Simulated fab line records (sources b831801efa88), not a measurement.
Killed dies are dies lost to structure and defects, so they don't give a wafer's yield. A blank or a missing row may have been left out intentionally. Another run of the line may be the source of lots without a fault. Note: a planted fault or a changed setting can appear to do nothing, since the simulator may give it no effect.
fab line records	flow sfqLine
record: lots: 13	wafers: 39	lastDay: 90
route steps=325 shown C5@246 M7@283 I7@297
lots untouched by any fault: they come from a run of this same line in which no faults occurred
startH: hours from the record's opening day to when the first of the lot's shown wafers began	waitH: hours from the lot's prior step to this one	" the same as in the row above	L1.1+2: a row that stands for several wafers	- either no value or no given start	* or withheld: withheld	< > ~ a bound
route shown NAME@n: NAME is a module with steps in the file, n the number in the route of the first one	usual: mean and standard deviation over wafers with no fault	same: alike in all rows	chamber/n: place in a boat	sites: per-site readings	_std_site: standard deviation across them	_edge_site: mean of outer sites minus mean of inner sites	radiusMm: for every site, how far away it sits from the centre of the wafer	mask NAME#n: copy n	behind: the tool/chamber that last shaped the wafer	hold: cause of the lot's hold/its duration in hours/its outcome	device: the n, p or np transistor that did not switch	end of line: tests of these same wafers at the route's end	a step with no rows: only its recipe	killed: at the first sort, the dies lost to defects and structure; wafer yield is something else	map: shows each die of a wafer: x if killed, . if not, _ if none is there
set.NAME: the run value of the setting; set.NAME@STEP: its run value at that earlier step	model.NAME: the simulator's own value behind a step, which no gauge read
the route's steps for a sample of lots (tables are steps, rows are wafers)
services: the hour from which a tool's chamber was out of use, counted from the record's first day as startH (under 0 if before that day), plus the number of hours and why
== steps ==
step: SFQ_C5_OVL_MEAS_937
usual: C5_OVL: 4/4.9
lot.wafer	tool	chamber	startH	waitH	C5_OVL[nm]
L617.2	overlay-02	-	1543.91	0.1	4
L617.3	"	-	"	"	0
L617.4	"	-	"	"	8
L618.3	overlay-01	-	1667.44	0.1	4
L618.4	"	-	"	"	6
L618.6	"	-	"	"	-2
L619.1	overlay-02	-	1669.83	0.1	5
L619.2	"	-	"	"	-2
L619.3	"	-	"	"	1
L620.1	overlay-02	-	1672.23	0.1	13
L620.5	"	-	"	"	15
L620.6	"	-	"	"	17
L622.2	overlay-02	-	1678.24	0.1	3
L622.4	"	-	"	"	6
L622.5	"	-	"	"	9
L623.1	overlay-02	-	1680.63	0.1	12
L623.5	"	-	"	"	15
L623.6	"	-	"	"	7
L626.2	overlay-02	-	1689.04	0.1	4
L626.4	"	-	"	"	8
L626.6	"	-	"	"	2
L633.4	overlay-02	-	1719.73	0.1	5
L633.5	"	-	"	"	-1
L633.6	"	-	"	"	3
L634.2	overlay-01	-	1725.72	0.1	-1
L634.4	"	-	"	"	5
L634.6	"	-	"	"	4
L636.1	overlay-02	-	1736.89	0.1	-8
L636.4	"	-	"	"	-6
L636.5	"	-	"	"	-8
L638.1	overlay-02	-	1742.89	0.1	3
L638.2	"	-	"	"	4
L638.6	"	-	"	"	4
L639.2	overlay-02	-	1744.22	0.1	13
L639.4	"	-	"	"	10
L639.5	"	-	"	"	8
L640.2	overlay-02	-	1745.42	0.1	-1
L640.4	"	-	"	"	-1
L640.5	"	-	"	"	4
step: SFQ_M7_RS_MEAS_943
recipe: thkMeasGauge: four-point-probe	reads: Nb_of_TRILAYER_M7_DEP_SPUTTER_175
usual: M7_NB_RS: 0.892/0.0083
lot.wafer	tool	chamber	startH	waitH	M7_NB_RS[ohm/sq]
L617.2	filmMetro-01	-	1660.13	0.1	0.890
L617.3	"	-	"	"	0.887
L617.4	"	-	"	"	0.894
L618.3	filmMetro-04	-	1771.61	0.1	0.892
L618.4	"	-	"	"	0.884
L618.6	"	-	"	"	0.893
L619.1	filmMetro-04	-	1776.37	0.0	0.908
L619.2	"	-	"	"	0.882
L619.3	"	-	"	"	0.896
L620.1	filmMetro-04	-	1778.77	0.0	0.893
L620.5	"	-	"	"	0.904
L620.6	"	-	"	"	0.901
L622.2	filmMetro-04	-	1784.79	0.1	0.882
L622.4	"	-	"	"	0.895
L622.5	"	-	"	"	0.893
L623.1	filmMetro-04	-	1788.41	0.0	0.892
L623.5	"	-	"	"	0.896
L623.6	"	-	"	"	0.895
L626.2	filmMetro-03	-	1793.57	0.1	0.898
L626.4	"	-	"	"	0.881
L626.6	"	-	"	"	0.883
L633.4	filmMetro-04	-	1900.18	0.1	0.893
L633.5	"	-	"	"	0.884
L633.6	"	-	"	"	0.886
L634.2	filmMetro-03	-	1902.37	0.1	0.891
L634.4	"	-	"	"	0.887
L634.6	"	-	"	"	0.883
L636.1	filmMetro-01	-	1913.15	0.0	0.894
L636.4	"	-	"	"	0.881
L636.5	"	-	"	"	0.883
L638.1	filmMetro-04	-	1921.07	0.0	0.899
L638.2	"	-	"	"	0.903
L638.6	"	-	"	"	0.908
L639.2	filmMetro-03	-	1922.29	0.1	0.898
L639.4	"	-	"	"	0.900
L639.5	"	-	"	"	0.911
L640.2	filmMetro-01	-	1923.49	0.1	0.885
L640.4	"	-	"	"	0.895
L640.5	"	-	"	"	0.896
step: SFQ_TRILAYER_M7_STRIP_STRIP_181
recipe: gas: O2	powerW: 200	platenTempC: 40	overashFraction: 0.65	chemistry: O2	pressureMtorr: 50
usual: drypumpMotorCurrentA: 5.7/0.45	oesProductAu: 1.003/0.0077	platenTempC: 40.01/0.11
lot.wafer	tool	chamber	startH	waitH	drypumpMotorCurrentA	oesProductAu	platenTempC	rfHoursCounterH
L617.2	rieMetal-01	1	1762.31	0.1	6.7	1.009	40.01	28
L617.3	"	1	"	"	6.6	1.003	40.00	-
L617.4	"	0	"	"	5.1	0.997	40.09	-
L618.3	rieMetal-02	1	1778.69	0.4	5.7	1.004	40.19	-
L618.4	"	1	"	"	5.7	0.996	39.97	-
L618.6	"	1	"	"	5.7	0.994	40.21	-
L619.1	rieMetal-04	0	1783.09	0.1	5.7	1.002	39.91	30
L619.2	"	1	"	"	5.9	1.015	39.99	79
L619.3	"	1	"	"	5.9	1.014	40.14	-
L620.1	rieMetal-02	1	1785.67	0.2	5.8	1.000	39.87	40
L620.5	"	1	"	"	5.8	0.995	40.04	-
L620.6	"	1	"	"	5.7	0.989	39.93	-
L622.2	rieMetal-04	1	1795.50	0.1	5.8	1.017	40.01	81
L622.4	"	0	"	"	5.7	1.004	39.99	-
L622.5	"	0	"	"	5.7	1.002	39.90	-
L623.1	rieMetal-04	1	1798.87	0.2	5.9	0.996	39.94	82
L623.5	"	1	"	"	5.9	1.007	39.76	-
L623.6	"	1	"	"	5.9	0.993	40.04	-
L626.2	rieMetal-01	1	1804.69	0.1	6.6	1.012	40.02	35
L626.4	"	1	"	"	6.6	1.021	39.93	-
L626.6	"	0	"	"	5.1	1.008	40.02	-
L633.4	rieMetal-04	1	1903.89	0.2	5.9	1.006	39.92	-
L633.5	"	1	"	"	5.9	1.007	40.06	-
L633.6	"	0	"	"	5.7	1.007	40.09	-
L634.2	rieMetal-02	0	1905.00	0.1	5.0	1.004	39.96	78
L634.4	"	1	"	"	5.7	0.999	40.06	-
L634.6	"	0	"	"	5.0	0.992	39.99	-
L636.1	rieMetal-02	0	1976.61	0.1	5.0	1.001	40.08	87
L636.4	"	0	"	"	5.0	0.990	40.05	-
L636.5	"	1	"	"	5.7	1.006	39.99	-
L638.1	rieMetal-04	1	1986.93	0.1	5.8	1.003	39.91	110
L638.2	"	0	"	"	5.7	1.015	40.02	61
L638.6	"	0	"	"	5.7	1.012	40.04	-
L639.2	rieMetal-01	0	1988.13	0.1	5.1	1.001	40.07	83
L639.4	"	0	"	"	5.1	0.997	39.95	-
L639.5	"	0	"	"	5.1	1.009	39.70	-
L640.2	rieMetal-02	1	1990.08	0.1	5.7	0.998	39.99	65
L640.4	"	1	"	"	5.7	1.004	40.03	-
L640.5	"	0	"	"	5.0	0.997	39.98	-
step: SFQ_TRILAYER_I7_CMP_CMP_184
recipe: material: SiO2	downForcePsi: 3	platenRpm: 60	padVelocityMS: 0.94248
usual: motorCurrentA: 10.6/1.3	timeToEndpointS: 219/8.4
lot.wafer	tool	chamber	startH	waitH	motorCurrentA	timeToEndpointS
L617.2	cmp-02	0	1763.16	0.0	9.9	225
L617.4	"	2	1764.16	1.0	9.8	224
L617.3	"	3	"	"	12.0	225
L618.3	cmp-02	3	1779.76	0.0	12.2	205
L618.4	"	1	1780.76	1.0	13.0	208
L618.6	"	3	1781.76	2.0	12.1	202
L619.3	cmp-01	1	1783.94	0.0	10.4	205
L619.2	"	3	1784.94	1.0	10.5	231
L619.1	"	0	"	"	9.6	222
L620.1	cmp-02	3	1788.12	1.0	12.7	222
L620.6	"	1	1789.12	2.0	13.1	222
L620.5	"	2	"	"	9.4	220
L622.2	cmp-01	1	1796.35	0.0	9.6	209
L622.4	"	3	1797.35	1.0	10.3	220
L622.5	"	1	1798.35	2.0	9.8	210
L623.1	cmp-02	0	1800.82	0.5	10.4	212
L623.5	"	3	1802.32	2.0	12.5	211
L623.6	"	0	"	"	10.2	227
L626.4	cmp-02	2	1806.82	1.3	9.3	199
L626.2	"	0	1807.82	2.3	10.6	219
L626.6	"	1	"	"	12.4	216
L633.4	cmp-01	0	1925.37	20.8	9.0	222
L633.5	"	1	"	"	9.6	216
L633.6	"	2	"	"	10.3	211
L634.2	cmp-02	3	1926.85	21.0	12.2	225
L634.4	"	2	1928.35	22.5	9.0	230
L634.6	"	0	1929.35	23.5	10.4	237
L636.1	cmp-02	1	1977.96	0.5	12.2	222
L636.4	"	2	"	"	9.7	213
L636.5	"	1	1979.96	2.5	12.2	216
L638.2	cmp-01	0	1987.80	0.0	8.7	229
L638.1	"	3	1989.30	1.5	10.7	224
L638.6	"	1	1990.30	2.5	9.7	222
L639.2	cmp-02	1	1988.98	0.0	13.0	217
L639.4	"	2	"	"	9.4	222
L639.5	"	2	1991.48	2.5	9.5	210
L640.4	cmp-02	1	1991.98	1.0	12.8	216
L640.2	"	3	1992.98	2.1	11.8	217
L640.5	"	2	1994.48	3.5	9.1	212
step: SFQ_TRILAYER_I7_METRO_MEASURE_185
usual: thkNm: 200.4/1.2
lot.wafer	tool	chamber	startH	waitH	thkNm
L617.2	filmMetro-03	-	1766.48	0.3	200.3
L617.3	"	-	"	"	199.6
L617.4	"	-	"	"	199.5
L618.3	filmMetro-02	-	1783.28	0.5	199.9
L618.4	"	-	"	"	199.8
L618.6	"	-	"	"	201.1
L619.1	filmMetro-03	-	1787.06	0.1	200.2
L619.2	"	-	"	"	201.9
L619.3	"	-	"	"	199.8
L620.1	filmMetro-02	-	1790.24	0.1	199.1
L620.5	"	-	"	"	199.2
L620.6	"	-	"	"	199.1
L622.2	filmMetro-04	-	1799.67	0.3	199.1
L622.4	"	-	"	"	198.5
L622.5	"	-	"	"	199.6
L623.1	filmMetro-02	-	1803.44	0.1	201.4
L623.5	"	-	"	"	200.1
L623.6	"	-	"	"	200.4
L626.2	filmMetro-02	-	1809.64	0.3	201.7
L626.4	"	-	"	"	221.0
L626.6	"	-	"	"	202.2
L633.4	filmMetro-02	-	1927.59	0.6	203.1
L633.5	"	-	"	"	200.7
L633.6	"	-	"	"	200.9
L634.2	filmMetro-04	-	1930.17	0.3	201.5
L634.4	"	-	"	"	200.3
L634.6	"	-	"	"	203.0
L636.1	filmMetro-02	-	1980.58	0.1	199.7
L636.4	"	-	"	"	199.8
L636.5	"	-	"	"	200.1
L638.1	filmMetro-02	-	1990.92	0.1	202.5
L638.2	"	-	"	"	202.6
L638.6	"	-	"	"	201.6
L639.2	filmMetro-03	-	1992.30	0.3	199.1
L639.4	"	-	"	"	199.0
L639.5	"	-	"	"	199.8
L640.2	filmMetro-02	-	1995.30	0.3	200.0
L640.4	"	-	"	"	200.1
L640.5	"	-	"	"	199.0
step: SFQ_TRILAYER_I7_VIA_ETCH_VIA_ETCH_190
recipe: target: SiO2	stopOn: Nb	maskMaterial: PR	taperDeg: 20	chemistry: CHF3	targetDepthNm: 260	sourceW: 500	biasW: 80	pressureMtorr: 30	timeS: withheld
usual: drypumpMotorCurrentA: 5.7/0.37	oesProductAu: 0.856/0.0051
lot.wafer	tool	chamber	startH	waitH	drypumpMotorCurrentA	oesProductAu
L617.2	rieDiel-04	0	1774.54	0.0	6.2	0.852
L617.3	"	3	"	"	6.2	0.864
L617.4	"	1	"	"	5.8	0.860
L618.3	rieDiel-01	3	1788.94	0.0	5.2	0.848
L618.4	"	2	"	"	6.0	0.859
L618.6	"	1	"	"	5.8	0.855
L619.1	rieDiel-04	2	1797.34	0.0	6.0	0.856
L619.2	"	1	"	"	5.7	0.857
L619.3	"	0	"	"	6.2	0.851
L620.1	rieDiel-02	2	1802.14	0.0	5.8	0.860
L620.5	"	1	"	"	4.9	0.854
L620.6	"	2	"	"	5.8	0.856
L622.2	rieDiel-04	0	1815.14	0.0	6.1	0.850
L622.4	"	3	"	"	6.3	0.859
L622.5	"	0	"	"	6.2	0.854
L623.1	rieDiel-04	3	1819.94	0.0	6.2	0.851
L623.5	"	1	"	"	5.7	0.843
L623.6	"	2	"	"	6.0	0.862
L626.2	rieDiel-02	0	1830.29	0.0	5.5	0.855
L626.4	"	1	"	"	4.9	0.908
L626.6	"	3	"	"	5.8	0.861
L633.4	rieDiel-02	1	1998.53	0.1	4.9	0.870
L633.5	"	2	"	"	5.8	0.852
L633.6	"	3	"	"	5.7	0.848
L634.2	rieDiel-01	2	2002.08	0.0	6.0	0.864
L634.4	"	3	"	"	5.1	0.856
L634.6	"	0	"	"	5.4	0.861
L636.1	rieDiel-01	0	2056.43	0.0	5.4	0.851
L636.4	"	3	"	"	5.2	0.860
L636.5	"	3	"	"	5.1	0.852
L638.1	rieDiel-02	3	2069.63	0.0	5.8	0.861
L638.2	"	2	"	"	5.8	0.852
L638.6	"	0	"	"	5.5	0.856
L639.2	rieDiel-01	3	2070.83	0.0	5.2	0.853
L639.4	"	1	"	"	5.8	0.849
L639.5	"	3	"	"	5.1	0.850
L640.2	rieDiel-02	1	2074.43	0.0	4.9	0.854
L640.4	"	2	"	"	5.8	0.852
L640.5	"	2	"	"	5.8	0.854
== services ==
tool	chamber	startH	hours	kind
cmp-02	-	1749.84	0.5	repair
rieDiel-02	0	1765.80	4.5	repair
rieDiel-02	2	1786.53	1.3	repair
filmMetro-02	-	1787.16	0.7	pm
rieMetal-04	0	1796.63	2.1	repair
filmMetro-02	-	1805.70	0.8	pm
cmp-02	-	1809.98	3.6	repair
filmMetro-02	-	1834.25	0.6	pm
rieMetal-02	-	1842.32	2.8	pm
filmMetro-02	-	1867.80	0.7	pm
filmMetro-02	-	1874.17	6.0	repair
cmp-02	-	1886.16	1.6	repair
rieDiel-02	2	1905.97	2.2	repair
cmp-02	-	1912.47	1.6	repair
cmp-02	-	1917.15	0.7	repair
cmp-02	-	1931.36	0.9	repair
cmp-02	-	1944.70	3.2	repair
cmp-02	-	1947.92	4.0	pm
cmp-02	-	1959.63	9.5	pm
cmp-02	-	1969.91	0.6	repair
cmp-02	-	2020.85	1.3	repair
filmMetro-02	-	2032.16	0.9	pm
filmMetro-02	-	2050.70	0.4	pm
cmp-02	-	2062.69	4.3	repair
== key ==
firstSign: step: SFQ_TRILAYER_I7_METRO_MEASURE_185	reading: thkNm	direction: up	sigmas: 17	usual: 200.4	struck: 221.0
effect: step: SFQ_TRILAYER_I7_VIA_ETCH_VIA_ETCH_190	reading: oesProductAu	direction: up	sigmas: 10	usual: 0.856	struck: 0.908
metAt SFQ_TRILAYER_I7_CMP_CMP_184
struckLots L626
struckWafers L626.4
notActingAt SFQ_C5_OVL_MEAS_937,SFQ_M7_RS_MEAS_943,SFQ_TRILAYER_M7_STRIP_STRIP_181
onsetBetween 1788.12 1806.82
fault: kind: processParameterDrift	tool: cmp-02	chamber: 2	onsetH: 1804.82	steps: SFQ_TRILAYER_I7_CMP_CMP_184	channel: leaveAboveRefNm	offset: 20	shape: step	endH: 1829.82	actsIn: theseRecipesOnly	stated: 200
